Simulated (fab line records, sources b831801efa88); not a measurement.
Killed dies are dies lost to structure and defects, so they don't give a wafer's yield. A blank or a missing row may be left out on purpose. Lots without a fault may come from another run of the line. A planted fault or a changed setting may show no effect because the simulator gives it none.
Which tool did it? | flow sky130 | 14 lots, 42 wafers sampled, at 4 steps of a route of 708

WHAT THE GAUGES READ, wafer by wafer
SKY_FIELD_ISO_THK_MEAS_23.
lot  | measured    | on            | FIELD_ISO_OXIDATION_01_THK (nm)
L249 | day 2 22:11 | film_metro-02 | 10.29 10.13 10.08
L247 | day 2 23:21 | film_metro-04 | 9.97 10.04 10.18
L252 | day 3 13:43 | film_metro-04 | 9.95 10.00 10.14
L253 | day 3 14:48 | film_metro-04 | 10.36 10.19 10.46
L254 | day 3 23:06 | film_metro-02 | 9.75 9.74 9.75
L255 | day 4 04:34 | film_metro-02 | 10.13 10.02 9.89
L257 | day 4 11:00 | film_metro-04 | 9.90 9.84 9.93
L256 | day 4 11:41 | film_metro-01 | 9.99 10.06 9.99
L258 | day 4 18:55 | film_metro-02 | 9.83 9.85 10.02
L259 | day 4 21:55 | film_metro-02 | 9.83 10.11 10.00
L260 | day 5 02:17 | film_metro-01 | 10.06 10.09 10.12
L261 | day 5 08:47 | film_metro-04 | 10.13 10.04 10.15
L262 | day 5 13:11 | film_metro-04 | 10.12 10.16 10.26
L267 | day 6 17:28 | film_metro-01 | 10.12 9.88 10.17

SKY_PWDE_OVL_MEAS_07.
lot  | measured    | on         | PWDE_OVL (nm)
L249 | day 4 09:23 | overlay-02 | 2.5 0.6 2.3
L247 | day 4 13:28 | overlay-02 | 0.2 -0.2 -0.2
L252 | day 5 05:22 | overlay-02 | 2.2 2.8 2.5
L253 | day 5 05:01 | overlay-01 | 1.5 -0.4 2.5
L254 | day 5 13:10 | overlay-01 | 3.0 2.4 1.0
L255 | day 5 19:16 | overlay-02 | 0.0 0.6 0.1
L257 | day 6 02:34 | overlay-02 | 0.2 -0.5 0.8
L256 | day 6 03:10 | overlay-01 | 0.6 1.0 0.2
L258 | day 6 10:52 | overlay-02 | -0.3 -0.7 0.1
L259 | day 6 14:14 | overlay-02 | 0.8 0.9 -0.6
L260 | day 6 19:56 | overlay-01 | 3.2 2.2 2.0
L261 | day 7 02:37 | overlay-02 | 1.8 1.0 1.8
L262 | day 7 08:01 | overlay-01 | 0.8 0.1 1.0
L267 | day 8 15:56 | overlay-02 | -0.8 -0.1 0.3

WHICH TOOL RAN EACH LOT (tool, then ch and the chambers of the sampled wafers, then the start)
lot  | SKY_FIELD_ISO_CMP_27         | SKY_FIELD_ISO_WET_ETCH_30
L249 | cmp-01 ch 1,2,3, day 3 00:17 | wet_bench-03 ch 1, day 3 00:59
L247 | cmp-01 ch 1,2, day 3 02:05   | wet_bench-03 ch 1, day 3 03:01
L252 | cmp-02 ch 0,1,3, day 3 16:19 | wet_bench-01 ch 3, day 3 17:11
L253 | cmp-02 ch 0,1,3, day 3 16:55 | wet_bench-04 ch 2, day 3 17:44
L254 | cmp-01 ch 0,1,3, day 4 00:50 | wet_bench-01 ch 2, day 4 01:43
L255 | cmp-01 ch 0,3, day 4 06:19   | wet_bench-04 ch 0, day 4 07:08
L257 | cmp-01 ch 1,3, day 4 12:41   | wet_bench-03 ch 0, day 4 13:31
L256 | cmp-01 ch 0,1,2, day 4 13:22 | wet_bench-01 ch 1, day 4 14:12
L258 | cmp-01 ch 0,1,2, day 4 20:36 | wet_bench-01 ch 0, day 4 21:26
L259 | cmp-02 ch 1,2, day 4 23:35   | wet_bench-04 ch 2, day 5 00:25
L260 | cmp-02 ch 0,2, day 5 05:18   | wet_bench-03 ch 2, day 5 06:08
L261 | cmp-01 ch 0,1,3, day 5 10:31 | wet_bench-04 ch 2, day 5 11:18
L262 | cmp-01 ch 0,2,3, day 5 15:14 | wet_bench-04 ch 0, day 5 16:05
L267 | cmp-01 ch 1,2, day 6 19:40   | wet_bench-04 ch 0, day 6 20:36
- SKY_FIELD_ISO_CMP_27: polishes, stops on Si3N4, t overpolish 16 s, target thk 457.8 nm.
- SKY_FIELD_ISO_WET_ETCH_30: etches SiO2 in dHF, target depth 25 nm, time 50 s.

WHAT THE TOOLS THEMSELVES READ (means of the sampled wafers that have a number; where no wafer has one, the mark that the record gives instead)
SKY_FIELD_ISO_CMP_27.
lot  | tool   | motor_current_A (A) | overpolish_run_s (s) | time_to_endpoint_s (s)
L249 | cmp-01 | 13.1                | 16.003               | 109
L247 | cmp-01 | 12.1                | 15.998               | 114
L252 | cmp-02 | 10.6                | 15.996               | 110
L253 | cmp-02 | 10.8                | 16.006               | 114
L254 | cmp-01 | 13.0                | 16.000               | 115
L255 | cmp-01 | 13.6                | 15.999               | 117
L257 | cmp-01 | 14.3                | 16.005               | 110
L256 | cmp-01 | 12.5                | 16.008               | 113
L258 | cmp-01 | 12.2                | 15.998               | 113
L259 | cmp-02 | 10.9                | 15.996               | 113
L260 | cmp-02 | 11.6                | 15.999               | 114
L261 | cmp-01 | 12.7                | 16.007               | 119
L262 | cmp-01 | 12.7                | 15.998               | 114
L267 | cmp-01 | 12.5                | 15.995               | 118

SKY_FIELD_ISO_WET_ETCH_30.
lot  | tool         | run_length_s (s)
L249 | wet_bench-03 | 75
L247 | wet_bench-03 | 76
L252 | wet_bench-01 | 75
L253 | wet_bench-04 | 75
L254 | wet_bench-01 | 77
L255 | wet_bench-04 | 76
L257 | wet_bench-03 | 77
L256 | wet_bench-01 | 75
L258 | wet_bench-01 | 83
L259 | wet_bench-04 | 77
L260 | wet_bench-03 | 76
L261 | wet_bench-04 | 76
L262 | wet_bench-04 | 119
L267 | wet_bench-04 | 128

THE ANSWER, worked out from the rows above alone
Rule: what is usual is taken from the lots themselves. Put in order of their means at a reading, lots are off if they are a third of the lots or fewer, leave a main group of 4 or more, and stand apart from it by a gap of 3 or more times the standard deviation of the main group's means; of several such gaps the widest counts. A main group whose means are all the same, to the digits that the tables above print for the reading, isn't used. A lot without any number at a reading at which 4 lots or more have one is off too. The other lots that the step has rows for count as sound. The gauges are gone through in route order, then the tools' own readings, and for those a lot's mean is taken as printed above. The first step at which some lot is off is used, and at that step the reading that is off furthest; a lot without a number counts as furthest.
Off: L262, L267, at SKY_FIELD_ISO_WET_ETCH_30 (run_length_s). The main group: mean 76 s, standard deviation 2.1.
A tool fits if, at that step or a process step before it, it ran every lot that is off, and no sound lot after the first of them. Can't be told from this: 2 tools fit, cmp-01 at SKY_FIELD_ISO_CMP_27, wet_bench-04 at SKY_FIELD_ISO_WET_ETCH_30.

WHAT THE SIMULATOR HAD PUT IN
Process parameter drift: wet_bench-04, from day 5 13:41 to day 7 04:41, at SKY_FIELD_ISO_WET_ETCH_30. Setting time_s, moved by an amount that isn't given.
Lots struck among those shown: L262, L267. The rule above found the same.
